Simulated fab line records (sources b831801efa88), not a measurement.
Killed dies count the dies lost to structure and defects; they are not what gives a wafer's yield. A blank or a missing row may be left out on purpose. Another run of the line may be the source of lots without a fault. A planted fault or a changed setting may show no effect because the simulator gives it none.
One fault seen from 2 desks || flow sky130 || every desk sees just its own numbers, and what lay behind them comes last

## FROM THE METROLOGY DESK
Means of the sampled wafers that have a number, per lot and without regard to the tool the lot ran on: this is what the gauges read. A lot is out of limits, marked OUT, if its mean lies more than 4 standard deviations from the usual mean; the brackets give that distance.
Columns: A = CAPM_OVL at SKY_CAPM_OVL_MEAS_12, usual -1.1 nm; B = VIA3_W_RS at SKY_VIA3_RS_MEAS_22, usual 0.295 ohm/sq; C = VIA3_W_THK at SKY_VIA3_THK_MEAS_23, usual 410 nm
{"lot": "L960", "first seen here": "day 38 17:35", "A": -2.7, "B": 0.302, "C": 398}
{"lot": "L962", "first seen here": "day 39 09:22", "A": -2.8, "B": 0.293, "C": 411}
{"lot": "L963", "first seen here": "day 39 15:40", "A": -0.7, "B": 0.292, "C": 414}
{"lot": "L964", "first seen here": "day 39 20:05", "A": 0.9, "B": 0.302, "C": 399}
{"lot": "L966", "first seen here": "day 40 08:28", "A": 0.2, "B": 0.296, "C": 411}
{"lot": "L967", "first seen here": "day 40 12:52", "A": -1.1, "B": 0.298, "C": 405}
{"lot": "L970", "first seen here": "day 41 12:43", "A": -1.4, "B": 0.291, "C": 420}
{"lot": "L979", "first seen here": "day 43 19:38", "A": -0.1, "B": 0.311, "C": 388}
{"lot": "L978", "first seen here": "day 43 21:02", "A": -2.9, "B": 0.313, "C": 387}
{"lot": "L980", "first seen here": "day 43 23:28", "A": -1.4, "B": 0.314, "C": 384}
{"lot": "L981", "first seen here": "day 44 00:46", "A": -1.1, "B": 0.298, "C": 400}
This desk's verdict: no lot among the 11 shows anything out of limits.

## AT THE TOOL OWNER'S DESK: cvd_w-01
The tool's own readings at SKY_VIA3_CVD_21 (deposits W, target thk 390 nm, time 117.31 s): means of the sampled wafers that have a number, for each lot that ran on this tool. A lot is out of limits, marked OUT, if its mean lies more than 4 standard deviations from the usual mean; the brackets give that distance.
Columns: A = chamber_pressure_Torr at SKY_VIA3_CVD_21, usual 39.99 Torr; B = heater_power_w at SKY_VIA3_CVD_21, usual 790 W
{"lot": "L962", "first seen here": "day 41 14:14", "A": 39.97, "B": 811}
{"lot": "L966", "first seen here": "day 42 11:19", "A": 39.95, "B": 808}
{"lot": "L970", "first seen here": "day 43 14:46", "A": 39.94, "B": 810}
{"lot": "L979", "first seen here": "day 45 18:03", "A": "35.52 (-51) OUT", "B": 808}
{"lot": "L978", "first seen here": "day 45 20:55", "A": "35.42 (-52) OUT", "B": 814}
{"lot": "L980", "first seen here": "day 45 22:38", "A": "35.60 (-50) OUT", "B": 816}
This desk finds L978, L979, L980 out of limits, L979 being first, at day 45 18:03 (chamber_pressure_Torr at SKY_VIA3_CVD_21). L962, L966, L970: within limits.

## PUT TOGETHER
On L978, L979, L980, at day 45 18:03, an alarm was possible from the tool owner's desk.
The metrology desk saw nothing out of limits.
The metrology desk holds a record of L978, L979, L980, inside its limits.
On cvd_w-01, each named lot ran SKY_VIA3_CVD_21.

## WHAT HAD BEEN PUT IN BY THE SIMULATOR
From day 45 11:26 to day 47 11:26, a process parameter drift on cvd_w-01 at SKY_VIA3_CVD_21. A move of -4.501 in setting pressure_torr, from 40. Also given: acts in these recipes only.
Lots struck among those shown: L978, L979, L980.
Delay in hours, fault start to first out-of-limits reading, by desk: the tool owner's desk at 7.
